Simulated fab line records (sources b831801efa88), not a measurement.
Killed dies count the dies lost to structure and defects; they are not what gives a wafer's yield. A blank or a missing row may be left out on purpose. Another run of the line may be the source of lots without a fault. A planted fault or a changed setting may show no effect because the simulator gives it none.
Which tool was responsible? ; flow sky130 ; 6 lots with 18 wafers sampled at 3 steps, on a route of 708 steps

## WHAT THE GAUGES SHOWED, per wafer
SKY_CAPM_THK_MEAS_04: measures by xrf.
lot;measured;on;CAPM_TIN_THK (nm)
L442;day 37 06:29;film metro-03;201 201 200
L446;day 38 16:26;film metro-04;203 203 198
L452;day 40 06:23;film metro-01;196 198 199
L455;day 41 10:09;film metro-03;198 200 199
L459;day 42 07:06;film metro-01;196 200 201
L462;day 43 11:33;film metro-03;198 195 196

## WHICH TOOL RAN EACH LOT (tool, then ch and the chambers of the sampled wafers, then the start)
lot;SKY_LDD_LDN_IMPLANT_08;SKY_METAL3_SPUTTER_03
L442;implanter-02 ch 0, day 23 22:25;pvd sputter-03, day 37 06:07
L446;implanter-02 ch 0, day 25 11:26;pvd sputter-03, day 38 16:03
L452;implanter-03 ch 0, day 27 05:51;pvd sputter-01, day 40 05:59
L455;implanter-02 ch 0, day 28 15:26;pvd sputter-03, day 41 09:45
L459;implanter-04 ch 0, day 29 14:29;pvd sputter-02, day 42 06:42
L462;implanter-04 ch 0, day 31 02:23;pvd sputter-02, day 43 11:10
- SKY_LDD_LDN_IMPLANT_08
- SKY_METAL3_SPUTTER_03: material Ti, target thk 5 nm, time 3.3 s.

## THE ANSWER, worked out from the rows above alone
Rule: the usual values come from the lots themselves. Put in order of their means at a reading, lots are off if they are a third of the lots or fewer, leave a main group of 4 or more, and stand apart from it by a gap of 3 or more times the standard deviation of the main group's means; of several such gaps the widest counts. Not used: any main group whose means are identical at the precision the tables above print for the reading. A lot without any number at a reading at which 4 lots or more have one is off too. All remaining lots with rows at the step are treated as sound.
None of the lots is off at any reading shown; this tells nothing.

## WHAT HAD BEEN PUT IN BY THE SIMULATOR
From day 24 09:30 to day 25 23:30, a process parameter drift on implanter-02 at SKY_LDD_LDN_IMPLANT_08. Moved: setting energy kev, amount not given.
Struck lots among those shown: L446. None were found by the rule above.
